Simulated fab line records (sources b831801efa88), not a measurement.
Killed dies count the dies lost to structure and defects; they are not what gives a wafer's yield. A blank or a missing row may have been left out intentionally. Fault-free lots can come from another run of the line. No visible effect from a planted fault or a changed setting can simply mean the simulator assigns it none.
One fault seen from 2 desks / flow sky130 / each desk holds nothing but its own numbers, with what lay behind them at the end

FOR THE TOOL OWNER'S DESK: hdpcvd-01
The tool's own readings at SKY_CONTACT_HDPCVD_02 (deposits SiO2, target thk 565 nm, time 94.2 s): means of the sampled wafers that have a number, for each lot that ran on this tool. Any lot whose mean is over 4 standard deviations away from the usual mean is out of limits and marked OUT; that distance is given in the brackets.
Columns: A = sih4-flow-sccm at SKY_CONTACT_HDPCVD_02, usual 60.00 sccm
lot=L348; first seen here=day 30 14:47; A=59.99
lot=L349; first seen here=day 30 18:23; A=59.97
lot=L352; first seen here=day 31 19:16; A=60.10
lot=L359; first seen here=day 34 12:59; A=60.03
lot=L365; first seen here=day 36 02:50; A=71.98 (+67) OUT
lot=L366; first seen here=day 36 10:15; A=72.11 (+67) OUT
Finding of this desk: L365, L366 out of limits; the first was L365 at day 36 02:50, on sih4-flow-sccm at SKY_CONTACT_HDPCVD_02. L348, L349, L352, L359 stayed within limits.

THE METROLOGY DESK
Lot by lot, what the gauges showed, no matter which tool ran the lot: averages of those sampled wafers that carry a number. Any lot whose mean is over 4 standard deviations away from the usual mean is out of limits and marked OUT; that distance is given in the brackets.
Columns: A = CONTACT_HDPCVD_THK at SKY_CONTACT_THK_MEAS_03, usual 568 nm; B = CONTACT_BOW at SKY_CONTACT_BOW_MEAS_05, usual 83 um
lot=L348; first seen here=day 30 14:50; A=562; B=82
lot=L349; first seen here=day 30 18:27; A=562; B=83
lot=L352; first seen here=day 31 19:20; A=563; B=83
lot=L353; first seen here=day 32 11:49; A=566; B=76
lot=L355; first seen here=day 33 01:44; A=574; B=86
lot=L356; first seen here=day 33 09:51; A=566; B=88
lot=L359; first seen here=day 34 13:04; A=564; B=84
lot=L365; first seen here=day 36 02:54; A=680 (+20) OUT; B=85
lot=L366; first seen here=day 36 10:20; A=682 (+21) OUT; B=82
lot=L367; first seen here=day 36 16:49; A=572; B=82
lot=L368; first seen here=day 37 03:18; A=568; B=81
lot=L369; first seen here=day 37 06:11; A=566; B=79
This desk reports L365, L366 out of limits; the earliest was L365 at day 36 02:54 (CONTACT_HDPCVD_THK at SKY_CONTACT_THK_MEAS_03). L348, L349, L352, L353, L355, L356, L359, L367, L368, L369 stayed within limits.

BROUGHT TOGETHER
The tool owner's desk had the chance to raise an alarm at day 36 02:50 on L365, L366.
An alarm was possible from the metrology desk at day 36 02:54, on L365, L366.
On hdpcvd-01, each named lot ran SKY_CONTACT_HDPCVD_02.

WHAT THE SIMULATOR PUT IN
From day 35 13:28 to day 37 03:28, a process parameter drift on hdpcvd-01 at SKY_CONTACT_HDPCVD_02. The setting sih4-flow-sccm was moved by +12, starting from 60. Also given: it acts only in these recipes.
Struck lots among those shown: L365, L366.
Hours from the fault's start to each desk's first reading out of limits: the tool owner's desk, 13; the metrology desk, 13.
